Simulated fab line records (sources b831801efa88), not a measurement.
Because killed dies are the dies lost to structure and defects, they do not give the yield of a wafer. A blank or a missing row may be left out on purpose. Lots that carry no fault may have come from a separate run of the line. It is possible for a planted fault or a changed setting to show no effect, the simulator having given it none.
Which tool is to blame? :: flow gf180mcu :: 13 lots, 39 wafers sampled, at 4 steps of a route of 602

## WHAT EACH GAUGE READ, for each wafer
GF_HV_LDD_CD_MEAS_31: the cd target is 400 nm. Usual: 399.6 nm for cdNm, sd 1.9.
lot: L234
measured: day 11 05:22
on: cdSem-01
cdNm (nm): 399.9 402.7 401.6
flag: 

lot: L235
measured: day 11 14:59
on: cdSem-01
cdNm (nm): 399.7 398.5 400.1
flag: 

lot: L237
measured: day 12 06:14
on: cdSem-01
cdNm (nm): 394.4 394.4 393.0
flag: 

lot: L238
measured: day 12 16:14
on: cdSem-02
cdNm (nm): 398.9 399.4 397.9
flag: 

lot: L239
measured: day 13 06:26
on: cdSem-02
cdNm (nm): 399.5 402.4 401.3
flag: 

lot: L240
measured: day 13 14:35
on: cdSem-02
cdNm (nm): 402.1 401.0 399.9
flag: 

lot: L241
measured: day 13 23:41
on: cdSem-02
cdNm (nm): 399.1 400.1 398.5
flag: 

lot: L242
measured: day 14 04:23
on: cdSem-01
cdNm (nm): 399.2 398.7 399.8
flag: 

lot: L245
measured: day 15 05:40
on: cdSem-02
cdNm (nm): 400.2 399.6 398.5
flag: 

lot: L246
measured: day 15 10:07
on: cdSem-01
cdNm (nm): 401.5 401.8 403.2
flag: 

lot: L249
measured: day 16 11:32
on: cdSem-02
cdNm (nm): 400.0 401.1 403.2
flag: 

lot: L251
measured: day 17 02:07
on: cdSem-01
cdNm (nm): 400.2 400.8 400.6
flag: 

lot: L257
measured: day 19 04:16
on: cdSem-01
cdNm (nm): 401.1 398.2 400.2
flag: 

GF_SALICIDE_THK_MEAS_05: measures by xrf. Usual: SALICIDE_TIN_THK gives 19.9 nm (standard deviation 0.31).
lot: L234
measured: day 14 20:52
on: filmMetro-02
SALICIDE_TIN_THK (nm): 19.5 19.4 19.5
flag: 

lot: L235
measured: day 15 07:21
on: filmMetro-04
SALICIDE_TIN_THK (nm): 19.9 20.2 20.0
flag: 

lot: L237
measured: day 16 01:06
on: filmMetro-04
SALICIDE_TIN_THK (nm): 19.7 19.9 19.8
flag: 

lot: L238
measured: day 16 11:02
on: filmMetro-03
SALICIDE_TIN_THK (nm): 19.6 19.9 19.8
flag: 

lot: L239
measured: day 17 02:06
on: filmMetro-04
SALICIDE_TIN_THK (nm): 20.2 20.1 20.2
flag: 

lot: L240
measured: day 17 12:35
on: filmMetro-02
SALICIDE_TIN_THK (nm): 19.5 19.5 19.4
flag: 

lot: L241
measured: day 17 19:50
on: filmMetro-03
SALICIDE_TIN_THK (nm): 20.1 20.0 20.0
flag: 

lot: L242
measured: day 18 01:57
on: filmMetro-02
SALICIDE_TIN_THK (nm): 19.5 19.1 19.4
flag: 

lot: L245
measured: day 19 06:23
on: filmMetro-02
SALICIDE_TIN_THK (nm): 19.4 19.4 19.6
flag: 

lot: L246
measured: day 19 10:30
on: filmMetro-03
SALICIDE_TIN_THK (nm): 19.8 19.9 19.8
flag: 

lot: L249
measured: day 20 14:41
on: filmMetro-02
SALICIDE_TIN_THK (nm): 19.4 19.6 19.5
flag: 

lot: L251
measured: day 21 05:56
on: filmMetro-02
SALICIDE_TIN_THK (nm): 19.8 19.6 19.7
flag: 

lot: L257
measured: day 23 09:47
on: filmMetro-04
SALICIDE_TIN_THK (nm): 20.4 20.1 20.2
flag: 

## WHAT TOOL EACH LOT RAN ON (gives the tool, then ch and the chambers of the sampled wafers, and finally the start)
lot: L234
GF_SAB_SOFTBAKE_05: lithoTrack-03 ch 0, day 14 09:16
GF_SAB_STRIP_13: plasmaAsher-04 ch 0,1, day 14 20:30

lot: L235
GF_SAB_SOFTBAKE_05: lithoTrack-01 ch 0, day 14 20:03
GF_SAB_STRIP_13: plasmaAsher-02 ch 0,1, day 15 06:59

lot: L237
GF_SAB_SOFTBAKE_05: lithoTrack-01 ch 0, day 15 13:30
GF_SAB_STRIP_13: plasmaAsher-02 ch 0,1, day 16 00:44

lot: L238
GF_SAB_SOFTBAKE_05: lithoTrack-01 ch 0, day 15 23:04
GF_SAB_STRIP_13: plasmaAsher-02 ch 0,1, day 16 10:40

lot: L239
GF_SAB_SOFTBAKE_05: lithoTrack-01 ch 0, day 16 14:04
GF_SAB_STRIP_13: plasmaAsher-02 ch 0,1, day 17 01:44

lot: L240
GF_SAB_SOFTBAKE_05: lithoTrack-04 ch 0, day 17 00:28
GF_SAB_STRIP_13: plasmaAsher-02 ch 0,1, day 17 12:13

lot: L241
GF_SAB_SOFTBAKE_05: lithoTrack-03 ch 0, day 17 07:35
GF_SAB_STRIP_13: plasmaAsher-02 ch 0,1, day 17 19:28

lot: L242
GF_SAB_SOFTBAKE_05: lithoTrack-01 ch 0, day 17 14:26
GF_SAB_STRIP_13: plasmaAsher-04 ch 0,1, day 18 01:35

lot: L245
GF_SAB_SOFTBAKE_05: lithoTrack-03 ch 0, day 18 17:44
GF_SAB_STRIP_13: plasmaAsher-02 ch 0,1, day 19 06:01

lot: L246
GF_SAB_SOFTBAKE_05: lithoTrack-04 ch 0, day 18 22:29
GF_SAB_STRIP_13: plasmaAsher-02 ch 0,1, day 19 10:09

lot: L249
GF_SAB_SOFTBAKE_05: lithoTrack-03 ch 0, day 20 02:02
GF_SAB_STRIP_13: plasmaAsher-02 ch 0,1, day 20 14:19

lot: L251
GF_SAB_SOFTBAKE_05: lithoTrack-03 ch 0, day 20 17:01
GF_SAB_STRIP_13: plasmaAsher-04 ch 0,1, day 21 05:35

lot: L257
GF_SAB_SOFTBAKE_05: lithoTrack-04 ch 0, day 22 21:44
GF_SAB_STRIP_13: plasmaAsher-04 ch 0,1, day 23 09:25
- GF_SAB_SOFTBAKE_05: time 60 s.
- GF_SAB_STRIP_13: strips in O2/N2.

## AS READ BY THE TOOLS THEMSELVES (means over the sampled wafers that have a number; for cases with no such wafer, the mark the record gives instead)
GF_SAB_SOFTBAKE_05. Usual: heaterPowerTotalW 56.59 W, standard deviation 0.044; plateTempC 90.00 C, standard deviation 0.13.
lot: L234
tool: lithoTrack-03
heaterPowerTotalW (W): 56.57
plateTempC (C): 90.12
flag: 

lot: L235
tool: lithoTrack-01
heaterPowerTotalW (W): 56.64
plateTempC (C): 89.84
flag: 

lot: L237
tool: lithoTrack-01
heaterPowerTotalW (W): 56.52
plateTempC (C): 90.18
flag: 

lot: L238
tool: lithoTrack-01
heaterPowerTotalW (W): 56.59
plateTempC (C): 90.04
flag: 

lot: L239
tool: lithoTrack-01
heaterPowerTotalW (W): 56.61
plateTempC (C): 90.05
flag: 

lot: L240
tool: lithoTrack-04
heaterPowerTotalW (W): 56.61
plateTempC (C): 89.89
flag: 

lot: L241
tool: lithoTrack-03
heaterPowerTotalW (W): 56.63
plateTempC (C): 90.00
flag: 

lot: L242
tool: lithoTrack-01
heaterPowerTotalW (W): 56.59
plateTempC (C): 89.99
flag: 

lot: L245
tool: lithoTrack-03
heaterPowerTotalW (W): 56.58
plateTempC (C): 90.03
flag: 

lot: L246
tool: lithoTrack-04
heaterPowerTotalW (W): 56.62
plateTempC (C): 89.81
flag: 

lot: L249
tool: lithoTrack-03
heaterPowerTotalW (W): 61.19
plateTempC (C): 95.06
flag: OFF

lot: L251
tool: lithoTrack-03
heaterPowerTotalW (W): 61.17
plateTempC (C): 95.22
flag: OFF

lot: L257
tool: lithoTrack-04
heaterPowerTotalW (W): 56.60
plateTempC (C): 90.03
flag: 

GF_SAB_STRIP_13. Usual: drypumpMotorCurrentA 6.08 A, standard deviation 0.19; heaterPowerW 340 W, standard deviation 34; oesProductAu 0.710 a.u., standard deviation 0.005; stripTimeToEndpointS 12.62 s, standard deviation 0.034.
lot: L234
tool: plasmaAsher-04
drypumpMotorCurrentA (A): 6.11
heaterPowerW (W): 302
oesProductAu (a.u.): 0.715
stripTimeToEndpointS (s): 12.57
flag: 

lot: L235
tool: plasmaAsher-02
drypumpMotorCurrentA (A): 6.04
heaterPowerW (W): 359
oesProductAu (a.u.): 0.711
stripTimeToEndpointS (s): 12.61
flag: 

lot: L237
tool: plasmaAsher-02
drypumpMotorCurrentA (A): 6.03
heaterPowerW (W): 357
oesProductAu (a.u.): 0.710
stripTimeToEndpointS (s): 12.60
flag: 

lot: L238
tool: plasmaAsher-02
drypumpMotorCurrentA (A): 6.02
heaterPowerW (W): 363
oesProductAu (a.u.): 0.707
stripTimeToEndpointS (s): 12.61
flag: 

lot: L239
tool: plasmaAsher-02
drypumpMotorCurrentA (A): 6.04
heaterPowerW (W): 354
oesProductAu (a.u.): 0.713
stripTimeToEndpointS (s): 12.65
flag: 

lot: L240
tool: plasmaAsher-02
drypumpMotorCurrentA (A): 6.09
heaterPowerW (W): 344
oesProductAu (a.u.): 0.706
stripTimeToEndpointS (s): 12.65
flag: 

lot: L241
tool: plasmaAsher-02
drypumpMotorCurrentA (A): 6.09
heaterPowerW (W): 346
oesProductAu (a.u.): 0.717
stripTimeToEndpointS (s): 12.63
flag: 

lot: L242
tool: plasmaAsher-04
drypumpMotorCurrentA (A): 6.14
heaterPowerW (W): 306
oesProductAu (a.u.): 0.709
stripTimeToEndpointS (s): 12.66
flag: 

lot: L245
tool: plasmaAsher-02
drypumpMotorCurrentA (A): 6.09
heaterPowerW (W): 344
oesProductAu (a.u.): 0.712
stripTimeToEndpointS (s): 12.63
flag: 

lot: L246
tool: plasmaAsher-02
drypumpMotorCurrentA (A): 6.08
heaterPowerW (W): 340
oesProductAu (a.u.): 0.712
stripTimeToEndpointS (s): 12.62
flag: 

lot: L249
tool: plasmaAsher-02
drypumpMotorCurrentA (A): 6.02
heaterPowerW (W): 362
oesProductAu (a.u.): 0.707
stripTimeToEndpointS (s): 12.43
flag: OFF

lot: L251
tool: plasmaAsher-04
drypumpMotorCurrentA (A): 6.16
heaterPowerW (W): 304
oesProductAu (a.u.): 0.708
stripTimeToEndpointS (s): 12.48
flag: OFF

lot: L257
tool: plasmaAsher-04
drypumpMotorCurrentA (A): 6.13
heaterPowerW (W): 298
oesProductAu (a.u.): 0.710
stripTimeToEndpointS (s): 12.64
flag: 

## THE ANSWER, worked out from the rows above alone
Rule: a lot is off if the mean of its wafers that have a number lies more than 3 standard deviations from the usual mean. Also off: a lot with no number at a reading for which 4 or more lots have one. All remaining lots with rows at the step are treated as sound. After the gauges, taken in route order, come the tools' own readings; for these a lot's mean is taken, as printed above. At the first step where some lot is off, the reading lying furthest off is the one used; lots without a number count as furthest.
Off: L249, L251 (GF_SAB_SOFTBAKE_05, heaterPowerTotalW).
A tool fits if, at that step or a process step before it, it ran every lot that is off, and no sound lot after the first of them. One candidate fits, namely lithoTrack-03 at GF_SAB_SOFTBAKE_05. Its last sound lot is L245 (day 18 17:44), its first lot that is off L249 (day 20 02:02): a fault that began between those two fits.
The tool's own readings at GF_SAB_SOFTBAKE_05 bear it out: on the lots that are off they differ by more than 5 times the standard deviation of the sound lots' means. heaterPowerTotalW reads 61.18 W there against 56.60 W on the sound lots; plateTempC reads 95.14 C there against 90.00 C on the sound lots.

## WHAT WAS PUT IN BY THE SIMULATOR
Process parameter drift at GF_SAB_SOFTBAKE_05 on lithoTrack-03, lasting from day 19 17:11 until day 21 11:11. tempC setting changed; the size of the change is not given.
Struck lots among those shown: L249, L251. The same result came from the rule above.
